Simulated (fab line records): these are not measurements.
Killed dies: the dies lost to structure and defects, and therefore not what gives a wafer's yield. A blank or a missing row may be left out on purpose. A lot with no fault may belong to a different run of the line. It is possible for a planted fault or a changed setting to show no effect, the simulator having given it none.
Chamber matching :: flow gf180mcu :: 4 sister chambers for GF_POLY_GATE_ETCH_13 on rie si-01
The step etches poly-Si in HBr/Cl2, stops on SiO2, target depth 198.5 nm, time 69.6 s. 8 wafers are shown with their chamber, then 12 later ones without.

== WAFERS WITH THEIR CHAMBER ==
wafer: L083.1
chamber: 0
drypump motor current A (A): 5.5
throttle valve pct (%): 33.677

wafer: L084.5
chamber: 0
drypump motor current A (A): 5.5
throttle valve pct (%): 33.675

wafer: L086.1
chamber: 2
drypump motor current A (A): 6.3
throttle valve pct (%): 33.682

wafer: L086.2
chamber: 1
drypump motor current A (A): 5.7
throttle valve pct (%): 33.682

wafer: L086.6
chamber: 3
drypump motor current A (A): 5.4
throttle valve pct (%): 33.687

wafer: L087.3
chamber: 1
drypump motor current A (A): 5.7
throttle valve pct (%): 33.687

wafer: L087.4
chamber: 2
drypump motor current A (A): 6.4
throttle valve pct (%): 33.681

wafer: L087.5
chamber: 3
drypump motor current A (A): 5.4
throttle valve pct (%): 33.694

== WAFERS WITH NO CHAMBER GIVEN ==
wafer: L091.2
drypump motor current A (A): 5.7
throttle valve pct (%): 33.691

wafer: L091.5
drypump motor current A (A): 5.7
throttle valve pct (%): 33.690

wafer: L091.6
drypump motor current A (A): 5.5
throttle valve pct (%): 33.686

wafer: L093.4
drypump motor current A (A): 5.7
throttle valve pct (%): 33.674

wafer: L093.5
drypump motor current A (A): 5.4
throttle valve pct (%): 33.694

wafer: L093.6
drypump motor current A (A): 6.3
throttle valve pct (%): 33.671

wafer: L094.4
drypump motor current A (A): 6.4
throttle valve pct (%): 33.691

wafer: L094.5
drypump motor current A (A): 5.4
throttle valve pct (%): 33.688

wafer: L094.6
drypump motor current A (A): 6.4
throttle valve pct (%): 33.690

wafer: L096.1
drypump motor current A (A): 5.4
throttle valve pct (%): 33.696

wafer: L096.2
drypump motor current A (A): 6.4
throttle valve pct (%): 33.691

wafer: L096.3
drypump motor current A (A): 5.7
throttle valve pct (%): 33.685

== CHAMBER TAKEN BY EACH ==
wafer: L091.2
from the rows above: 1
in truth: 1

wafer: L091.5
from the rows above: 1
in truth: 1

wafer: L091.6
from the rows above: can't be placed: 3 or 0
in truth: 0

wafer: L093.4
from the rows above: 1
in truth: 1

wafer: L093.5
from the rows above: 3
in truth: 3

wafer: L093.6
from the rows above: 2
in truth: 2

wafer: L094.4
from the rows above: 2
in truth: 2

wafer: L094.5
from the rows above: 3
in truth: 3

wafer: L094.6
from the rows above: 2
in truth: 2

wafer: L096.1
from the rows above: 3
in truth: 3

wafer: L096.2
from the rows above: 2
in truth: 2

wafer: L096.3
from the rows above: 1
in truth: 1
11 of 12 placed correctly. Not placeable from these rows: 1 (in 1, the candidates include the true chamber). 0 placed wrongly.
How it was worked out, from the rows above alone: a wafer's distance from a chamber is the root of the sum, over the readings, of the square of ((its reading less the chamber's mean) divided by the reading's scatter). If the next closest chamber is less than 2 further off than the closest, the wafer can't be placed; otherwise it belongs to the closest. A chamber's mean is the mean of its shown wafers. How the scatter is found: for the shown wafers, subtract from each reading the mean of its chamber, square and add these, divide the total by (wafers less chambers), then take the root.
